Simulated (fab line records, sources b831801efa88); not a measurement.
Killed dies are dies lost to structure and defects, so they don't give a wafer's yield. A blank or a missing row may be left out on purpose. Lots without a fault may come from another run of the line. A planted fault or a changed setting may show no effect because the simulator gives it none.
A struck lot beside a sound one | flow sfq_line | 14 steps out of a route of 325
Sound: wafers L638.2, L638.4, L638.6. Struck: wafers L653.1, L653.3, L653.4. The cause comes at the end.
At each step with rows: each side's tool, then ch and its chambers, then its first start. Under that, the readings that differ: sound wafers | struck wafers | difference of the means | sigmas: that difference in standard deviations of wafers without a fault.
alike: readings whose means differ by less than 2 such deviations, and words and numbers that are the same on both sides. not compared: withheld readings, readings that some wafer has no value for, bounds like >300 that may hide the same value, and numbers for which the record gives no deviation and whose values overlap.
The two part at a step that has a row with sigmas, a row that says differs or no value, or rows on one side only. Numbers that don't overlap but have no deviation are shown without sigmas and don't part them. A reading that every wafer of one side lacks parts them only if that side has two wafers or more.

first, 2 steps without rows for these wafers: SFQ_TRILAYER_I5_LITHO_PEB_147 (peb time 60 s); SFQ_TRILAYER_I5_LITHO_DEVELOP_146 (time 60 s).
SFQ_I5_OVL_MEAS_936:
  sound on overlay-02, day 65 23:39; struck on overlay-01, day 72 12:10
  alike: I5_OVL
SFQ_TRILAYER_I5_BARC_OPEN_VIA_ETCH_200: etches BARC in O2, target depth 125 nm, time 41.7 s.
  sound on rie_diel-03 ch 0,1, day 65 23:41; struck on rie_diel-01 ch 1,2,3, day 72 12:12
  alike: bias_w, drypump_motor_current_A, oes_product_au
  not compared: rf_hours_counter_h
SFQ_TRILAYER_I5_ETCH_VIA_ETCH_147: etches the open film in CHF3, stops on Nb, target depth 360 nm.
  sound on rie_diel-03 ch 0,1, day 65 23:43; struck on rie_diel-01 ch 1,2,3, day 72 12:14
  alike: bias_w, drypump_motor_current_A, oes_product_au
SFQ_TRILAYER_I5_STRIP_STRIP_148: strips in O2.
  sound on rie_metal-03 ch 0,1, day 65 23:52; struck on rie_metal-01 ch 0,1, day 72 12:23
  alike: drypump_motor_current_A, oes_product_au, platen_temp_c
  not compared: rf_hours_counter_h
then, 6 steps without rows for these wafers: SFQ_TRILAYER_I5_STRIP_SOLV_CLEAN_149 (cleans in NMP, time 600 s); SFQ_TRILAYER_C5_LITHO_COAT_156 (resist thk 62 nm); SFQ_TRILAYER_C5_LITHO_COAT_151 (resist thk 650 nm); SFQ_TRILAYER_C5_LITHO_SOFTBAKE_155; SFQ_TRILAYER_C5_LITHO_EXPOSE_152 (exposes mask C5, target cd 500 nm); SFQ_TRILAYER_C5_LITHO_PEB_154 (peb time 60 s).
SFQ_TRILAYER_C5_LITHO_DEVELOP_153: time 60 s.
  sound on litho_track-04 ch 0, day 70 23:55; struck on litho_track-03, day 72 15:16
  no value came back on the struck wafers for chill_plate_temp_C (C), exhaust_pa (Pa); on the sound wafers chill_plate_temp_C (C) reads 23.14 22.95 23.03
  reading                                             | sound             | struck            | difference | sigmas
  model.KrF_of_TRILAYER_C5_LITHO_COAT_151.thk_nm (nm) | 624.2 624.9 625.2 | 649.9 649.1 647.3 | +24.0      |
SFQ_C5_OVL_MEAS_937:
  sound on overlay-01, day 71 00:03; struck on overlay-02, day 72 15:25
  reading     | sound  | struck | difference                    | sigmas
  C5_OVL (nm) | 2 7 -3 | - - -  | no value on the struck wafers |

WHERE THEY PART
First at SFQ_TRILAYER_C5_LITHO_DEVELOP_153; last, within this record, at SFQ_C5_OVL_MEAS_937.

WHY: what the simulator had put in
Skipped step whole: litho_track-03, from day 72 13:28 on, at SFQ_TRILAYER_C5_LITHO_DEVELOP_153. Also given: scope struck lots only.
